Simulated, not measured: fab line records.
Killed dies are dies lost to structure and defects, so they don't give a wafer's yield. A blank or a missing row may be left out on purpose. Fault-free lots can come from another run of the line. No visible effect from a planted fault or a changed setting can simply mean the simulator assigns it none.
A struck lot beside a sound one	flow sky130	16 out of 708 route steps
Sound: wafers L274.1, L274.2, L274.5. Struck: wafer L262.1; the same lot's L262.5 was not struck, so it is left out; see the end for the cause.
Per side, at each step with rows, come the tool, then ch with its chambers, and then its first start. Under that, the readings that differ: sound wafers	struck wafers	difference of the means	sigmas: that difference in standard deviations of wafers without a fault.
alike: words and numbers the same on both sides, and readings whose means are apart by under 2 such deviations; not compared: readings that were withheld, readings missing a value for some wafer, numbers with overlapping values and no deviation given by the record, and bounds like >300 which may hide the same value.
The two part at a step that has a row with sigmas, a row that says differs or no value, or rows on one side only. Numbers that have no deviation but don't overlap get no sigmas and don't part them. Lack of a reading on every wafer of one side parts them only where that side has two or more wafers.

first, 9 steps without rows for these wafers: SKY_CAP2M_CLEAN_17 (cleans in O3/DIW); SKY_METAL4_DEHYDRATE_05 (time 60 s); SKY_METAL4_HMDS_06 (prime time 60 s); SKY_METAL4_COAT_07 (resist thk 60 nm); SKY_METAL4_COAT_08 (resist thk 1140 nm); SKY_METAL4_SOFTBAKE_09 (time 90 s); SKY_METAL4_EXPOSE_10 (exposes mask MM4, target cd 300 nm); SKY_METAL4_PEB_11; SKY_METAL4_DEVELOP_12 (develop time 60 s).
SKY_METAL4_CD_MEAS_13: the cd target is 300 nm.
  sound on cd-sem-01, day 47 04:13; struck on cd-sem-02, day 44 00:31
reading	sound	struck	difference	sigmas
cd-nm (nm)	298.4 298.1 298.9	301.4	+2.9	+2
SKY_METAL4_OVL_MEAS_14:
  sound on overlay-01, day 47 04:20; struck on overlay-02, day 44 00:38
  alike: METAL4_OVL
SKY_METAL4_DESCUM_15: chemistry O2, time 8 s.
  sound on rie-metal-04 ch 0,1, day 47 04:22; struck on rie-metal-01 ch 1, day 44 00:40
reading	sound	struck	difference	sigmas
oes-product-au (a.u.)	1.007 0.994 0.996	1.022	+0.023	+2
rf-fwd-power-W (W)	146.3 146.2 146.2	148.2	+2.0	+3
  alike: drypump-motor-current-A
  not compared: rf-hours-counter-h
SKY_METAL4_ETCH_16: etches BARC in N2/H2, stops on SiO2, time 88.2 s, target depth 60 nm.
  sound on rie-metal-04 ch 0,1, day 47 04:24; struck on rie-metal-01 ch 1, day 44 00:42
reading	sound	struck	difference	sigmas
model.KrF-thick_of_METAL4_COAT_08.thk-nm (nm)	1076 1073 1076	1091	+16	
model.METAL4.cd-nm (nm)	297 298.9 300.3	304.7	+6.0	
  alike: drypump-motor-current-A, h2-flow-sccm, oes-product-au, rf-fwd-power-W, throttle-valve-pct
  not compared: rf-hours-counter-h
SKY_METAL4_ETCH_17: etches SiO2 in C4F8/O2/Ar, stops on TiN, time 3.9 s, target depth 15 nm.
  sound on rie-diel-04 ch 0,1,2, day 47 04:30; struck on rie-diel-04 ch 0, day 44 00:48
reading	sound	struck	difference	sigmas
model.METAL4.cd-nm (nm)	297 298.9 300.3	304.7	+6.0	
  alike: oes-product-au, rf-fwd-power-W
  not compared: rf-hours-counter-h
SKY_METAL4_METAL_ETCH_18: etches the open film in Cl2/BCl3, stops on SiO2, target depth 845 nm, time 183.1 s.
  sound on rie-metal-01 ch 0,1, day 47 04:31; struck on rie-metal-04 ch 1, day 44 00:49
  alike: drypump-motor-current-A, oes-product-au, rf-fwd-power-W, throttle-valve-pct
  not compared: rf-hours-counter-h
-- the record jumps here: 4 days lie between the struck wafers' starts before and after (it left off in module METAL4 and takes up again in module PAD_OPEN, whose first step shown is number 708 of the route) --
SKY_PAD_OPEN_PROBE_99:
  sound on prober-01, day 50 12:11; struck on prober-01, day 47 16:38
reading	sound	struck	difference	sigmas
killed-at-front-end	18 25 19	11	-10	-2
  alike: defect-limited-yield, killed_at_M0_to_M3, killed_at_M4_up, killed-at-contacts, killed-at-other, killed-dies, killed-open, killed-short, sort_bin_3_pad_short, sort_bin_5_function, sort_bin_6_memory, sort-n-pass, sort-yield-pct

## WHERE THEY PART
At SKY_METAL4_CD_MEAS_13 first; at SKY_PAD_OPEN_PROBE_99 last (within this record only).

WHY: whatever the simulator had introduced
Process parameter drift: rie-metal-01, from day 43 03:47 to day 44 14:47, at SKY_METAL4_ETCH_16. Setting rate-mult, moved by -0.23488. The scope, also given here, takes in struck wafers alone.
